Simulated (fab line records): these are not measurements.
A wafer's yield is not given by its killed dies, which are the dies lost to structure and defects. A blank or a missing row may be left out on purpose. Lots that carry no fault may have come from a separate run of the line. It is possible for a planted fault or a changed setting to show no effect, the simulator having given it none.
Shared-tool check || flow gf180mcu || 13 lots and 39 wafers in the sample

## WHY THIS WAS OPENED
GF_PSD_RS_MEAS_14, reading NSD_RS: flagged on 3 of 13 lots. No-fault wafers: 46.12 ohm/sq, standard deviation 0.094.
Rule: a lot gets a flag if all its wafers with a number sit over 4 standard deviations from that mean, or if no wafer of it has a number. The other lots count as sound.

{"lot": "L532", "measured": "day 14 07:13", "on": "film metro-03", "NSD_RS (ohm/sq), wafer by wafer": "46.20 46.23 46.12", "flag": ""}
{"lot": "L533", "measured": "day 14 10:15", "on": "film metro-04", "NSD_RS (ohm/sq), wafer by wafer": "46.34 46.34 46.33", "flag": ""}
{"lot": "L534", "measured": "day 14 23:25", "on": "film metro-02", "NSD_RS (ohm/sq), wafer by wafer": "46.23 46.12 46.19", "flag": ""}
{"lot": "L535", "measured": "day 15 15:01", "on": "film metro-03", "NSD_RS (ohm/sq), wafer by wafer": "40.76 40.83 40.73", "flag": "FLAGGED"}
{"lot": "L537", "measured": "day 16 04:04", "on": "film metro-03", "NSD_RS (ohm/sq), wafer by wafer": "46.09 46.14 46.11", "flag": ""}
{"lot": "L538", "measured": "day 16 11:32", "on": "film metro-03", "NSD_RS (ohm/sq), wafer by wafer": "40.80 40.74 40.73", "flag": "FLAGGED"}
{"lot": "L539", "measured": "day 16 19:15", "on": "film metro-02", "NSD_RS (ohm/sq), wafer by wafer": "40.88 40.68 40.80", "flag": "FLAGGED"}
{"lot": "L544", "measured": "day 18 12:15", "on": "film metro-02", "NSD_RS (ohm/sq), wafer by wafer": "46.07 46.10 46.09", "flag": ""}
{"lot": "L545", "measured": "day 18 21:15", "on": "film metro-04", "NSD_RS (ohm/sq), wafer by wafer": "46.22 46.11 46.18", "flag": ""}
{"lot": "L546", "measured": "day 19 02:19", "on": "film metro-02", "NSD_RS (ohm/sq), wafer by wafer": "46.11 46.06 46.09", "flag": ""}
{"lot": "L549", "measured": "day 20 05:46", "on": "film metro-03", "NSD_RS (ohm/sq), wafer by wafer": "46.14 46.14 46.19", "flag": ""}
{"lot": "L551", "measured": "day 20 20:03", "on": "film metro-02", "NSD_RS (ohm/sq), wafer by wafer": "46.21 46.14 46.08", "flag": ""}
{"lot": "L553", "measured": "day 21 17:03", "on": "film metro-03", "NSD_RS (ohm/sq), wafer by wafer": "46.13 46.15 46.26", "flag": ""}
The mean of the flagged lots' numbers is 40.77 ohm/sq, -5.35 ohm/sq from the usual (-57 standard deviations).

## WHICH TOOL RAN EACH LOT
2 process steps preceding the reading are held in the record, out of 602 steps in the route. In each cell: the tool, then ch and the chambers that the sampled wafers went through, then the start.
{"lot": "L532", "flag": "", "GF_NSD_IMPLANT_10": "implanter-01 ch 0, day 13 09:53", "GF_NSD_STRIP_11": "plasma asher-02 ch 0, day 13 10:01"}
{"lot": "L533", "flag": "", "GF_NSD_IMPLANT_10": "implanter-03 ch 0, day 13 12:38", "GF_NSD_STRIP_11": "plasma asher-01 ch 0,1, day 13 12:44"}
{"lot": "L534", "flag": "", "GF_NSD_IMPLANT_10": "implanter-04 ch 0, day 14 02:07", "GF_NSD_STRIP_11": "plasma asher-02 ch 0,1, day 14 02:16"}
{"lot": "L535", "flag": "FLAGGED", "GF_NSD_IMPLANT_10": "implanter-01 ch 0, day 14 16:38", "GF_NSD_STRIP_11": "plasma asher-03 ch 0,1, day 14 17:04"}
{"lot": "L537", "flag": "", "GF_NSD_IMPLANT_10": "implanter-04 ch 0, day 15 05:38", "GF_NSD_STRIP_11": "plasma asher-02 ch 0, day 15 05:46"}
{"lot": "L538", "flag": "FLAGGED", "GF_NSD_IMPLANT_10": "implanter-04 ch 0, day 15 13:05", "GF_NSD_STRIP_11": "plasma asher-01 ch 0,1, day 15 13:31"}
{"lot": "L539", "flag": "FLAGGED", "GF_NSD_IMPLANT_10": "implanter-04 ch 0, day 15 20:46", "GF_NSD_STRIP_11": "plasma asher-01 ch 0,1, day 15 21:14"}
{"lot": "L544", "flag": "", "GF_NSD_IMPLANT_10": "implanter-04 ch 0, day 17 12:18", "GF_NSD_STRIP_11": "plasma asher-02 ch 0,1, day 17 12:27"}
{"lot": "L545", "flag": "", "GF_NSD_IMPLANT_10": "implanter-04 ch 0, day 17 20:31", "GF_NSD_STRIP_11": "plasma asher-02 ch 0,1, day 17 20:40"}
{"lot": "L546", "flag": "", "GF_NSD_IMPLANT_10": "implanter-04 ch 0, day 18 02:29", "GF_NSD_STRIP_11": "plasma asher-03 ch 0,1, day 18 02:37"}
{"lot": "L549", "flag": "", "GF_NSD_IMPLANT_10": "implanter-03 ch 0, day 19 04:41", "GF_NSD_STRIP_11": "plasma asher-01 ch 0,1, day 19 04:49"}
{"lot": "L551", "flag": "", "GF_NSD_IMPLANT_10": "implanter-03 ch 0, day 19 18:49", "GF_NSD_STRIP_11": "plasma asher-02 ch 0, day 19 18:58"}
{"lot": "L553", "flag": "", "GF_NSD_IMPLANT_10": "implanter-04 ch 0, day 20 16:46", "GF_NSD_STRIP_11": "plasma asher-02 ch 0,1, day 20 16:55"}
What the steps here do:
- GF_NSD_IMPLANT_10
- GF_NSD_STRIP_11: strips in O2/N2.
- GF_PSD_RS_MEAS_14: measures by four-point-probe.

## FLAGGED OVER TOTAL, TOOL BY TOOL (the gauges that took the reading come last)
{"step": "GF_NSD_IMPLANT_10", "tool": "implanter-01", "lots run": 2, "flagged": 1, "share of the flagged lots": "some", "sound lots run after its first flagged lot": 0}
{"step": "GF_NSD_IMPLANT_10", "tool": "implanter-03", "lots run": 3, "flagged": 0, "share of the flagged lots": "none", "sound lots run after its first flagged lot": "-"}
{"step": "GF_NSD_IMPLANT_10", "tool": "implanter-04", "lots run": 8, "flagged": 2, "share of the flagged lots": "some", "sound lots run after its first flagged lot": "4 (L544,L545,L546,L553)"}
{"step": "GF_NSD_STRIP_11", "tool": "plasma asher-01", "lots run": 4, "flagged": 2, "share of the flagged lots": "some", "sound lots run after its first flagged lot": "1 (L549)"}
{"step": "GF_NSD_STRIP_11", "tool": "plasma asher-02", "lots run": 7, "flagged": 0, "share of the flagged lots": "none", "sound lots run after its first flagged lot": "-"}
{"step": "GF_NSD_STRIP_11", "tool": "plasma asher-03", "lots run": 2, "flagged": 1, "share of the flagged lots": "some", "sound lots run after its first flagged lot": "1 (L546)"}
{"step": "GF_PSD_RS_MEAS_14", "tool": "film metro-02", "lots run": 5, "flagged": 1, "share of the flagged lots": "some", "sound lots run after its first flagged lot": "3 (L544,L546,L551)"}
{"step": "GF_PSD_RS_MEAS_14", "tool": "film metro-03", "lots run": 6, "flagged": 2, "share of the flagged lots": "some", "sound lots run after its first flagged lot": "3 (L537,L549,L553)"}
{"step": "GF_PSD_RS_MEAS_14", "tool": "film metro-04", "lots run": 2, "flagged": 0, "share of the flagged lots": "none", "sound lots run after its first flagged lot": "-"}

## WHAT IS ALLOWED BY THE TABLE
No row of the table ran every flagged lot.

## WHAT HAD BEEN PUT IN BY THE SIMULATOR
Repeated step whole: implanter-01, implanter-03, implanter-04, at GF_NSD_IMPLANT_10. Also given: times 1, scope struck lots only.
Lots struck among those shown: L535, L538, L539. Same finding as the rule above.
